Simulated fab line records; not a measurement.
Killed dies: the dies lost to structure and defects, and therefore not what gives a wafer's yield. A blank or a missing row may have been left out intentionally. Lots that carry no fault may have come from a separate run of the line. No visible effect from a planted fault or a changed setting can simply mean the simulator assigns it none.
Comparing a struck lot with a sound one ; flow gf180mcu ; 18 steps out of a route of 602
Sound: these wafers, L866.4, L866.5, L866.6. Struck: wafers L875.2, L875.5, L875.6. The cause comes at the end.
Order at every step that has rows: each side's tool, ch and its chambers, its first start. Under that, the readings that differ: sound wafers ; struck wafers ; difference of the means ; sigmas: that difference in standard deviations of wafers without a fault.
alike: a reading whose means differ by less than 2 such deviations, as well as words and numbers matching on both sides. not compared: withheld readings; readings where some wafer has no value; bounds like >300 that might hide an equal value; numbers whose values overlap and for which the record gives no deviation.
The two part at a step that has a row with sigmas, a row that says differs or no value, or rows on one side only. Non-overlapping numbers with no deviation appear without sigmas and do not part them. A reading that every wafer of one side lacks parts them only if that side has two wafers or more.

GF_MIM_SPUTTER_04: material TiN, target thk 50 nm, time 41.7 s.
  struck on pvd-sputter-02, day 28 20:50; sound on pvd-sputter-03, day 25 06:22
  alike: throttle-valve-pct
GF_MIM_CVD_05: deposits Si3N4, target thk 42 nm, time 29.086 s.
  sound on pecvd-02 ch 0,1,2, day 25 06:26; struck on pecvd-03 ch 0,1, day 28 20:53
  alike: heater-power-w, rf-fwd-power-W
GF_MIM_THK_MEAS_06:
  struck on film-metro-04, day 28 20:55; sound on film-metro-01, day 25 06:28
  alike: MIM_CVD_05_THK
GF_MIM_SPUTTER_07: material TiN, target thk 60 nm, time 50 s.
  struck on pvd-sputter-01, day 28 20:58; sound on pvd-sputter-03, day 25 06:30
  alike: throttle-valve-pct
then, 1 step without rows for these wafers: GF_MIM_SPUTTER_08 (material AlCu, target thk 200 nm, time 10.6 s).
GF_MIM_SPUTTER_09: material TiN, target thk 35 nm, time 29.2 s.
  struck on pvd-sputter-01, day 28 21:02; sound on pvd-sputter-03, day 25 06:34
  alike: throttle-valve-pct
GF_MIM_RS_MEAS_10: uses a four-point probe to measure.
  struck on film-metro-03, day 28 21:05; sound on film-metro-04, day 25 06:40
  alike: MIM_ALCU_RS
GF_MIM_THK_MEAS_11: measures by xrf.
  struck on film-metro-03, day 28 21:12; sound on film-metro-04, day 25 06:45
reading;sound;struck;difference;sigmas
MIM_ALCU_THK (nm);208.4 210.6 209.8;205.2 202.7 203.1;-5.9;-2
then, 4 steps without rows for these wafers: GF_MIM_DEHYDRATE_12 (time 60 s); GF_MIM_HMDS_13 (prime time 60 s); GF_MIM_COAT_14 (resist thk 1000 nm); GF_MIM_SOFTBAKE_15 (time 60 s).
GF_MIM_EXPOSE_16: exposes mask FuseTop, target cd 2000 nm.
  sound on iline-stepper-01 ch 0, day 25 17:55; struck on iline-stepper-02 ch 0, day 29 06:25
reading;sound;struck;difference;sigmas
exposure-dose-mJ-cm2;139.92 139.92 139.98;134.68 134.25 134.46;-5.48;-42
  alike: mask
then, 2 steps without rows for these wafers: GF_MIM_PEB_17; GF_MIM_DEVELOP_18 (develop time 60 s).
GF_MIM_METAL_ETCH_19: etches the open film in Cl2/BCl3, stops on Si3N4, target depth 324.5 nm, time 54.1 s.
  sound on rie-metal-04 ch 1, day 26 03:55; struck on rie-metal-04 ch 0, day 29 16:29
reading;sound;struck;difference;sigmas
model.MIM.cd-nm (nm);2001 2000 1999;2014 2016 2015;+15;
  alike: drypump-motor-current-A, oes-product-au, rf-fwd-power-W, throttle-valve-pct
  not compared: rf-hours-counter-h
GF_MIM_STRIP_20: strips in O2/N2.
  sound on plasma-asher-02 ch 0,1, day 26 04:01; struck on plasma-asher-02 ch 0,1, day 29 16:37
  alike: drypump-motor-current-A, heater-power-w, o2-flow-sccm, oes-product-au, platen-temp-c, strip-time-to-endpoint-s
  not compared: rf-hours-counter-h
after that, 1 step had no rows for these wafers: GF_PASSIVATION_PROBE_99.

WHERE THEY PART
First at GF_MIM_THK_MEAS_11; last, within this record, at GF_MIM_EXPOSE_16. Later steps at which nothing parts them and some readings are alike: GF_MIM_METAL_ETCH_19, GF_MIM_STRIP_20.

WHY: what had been put in by the simulator
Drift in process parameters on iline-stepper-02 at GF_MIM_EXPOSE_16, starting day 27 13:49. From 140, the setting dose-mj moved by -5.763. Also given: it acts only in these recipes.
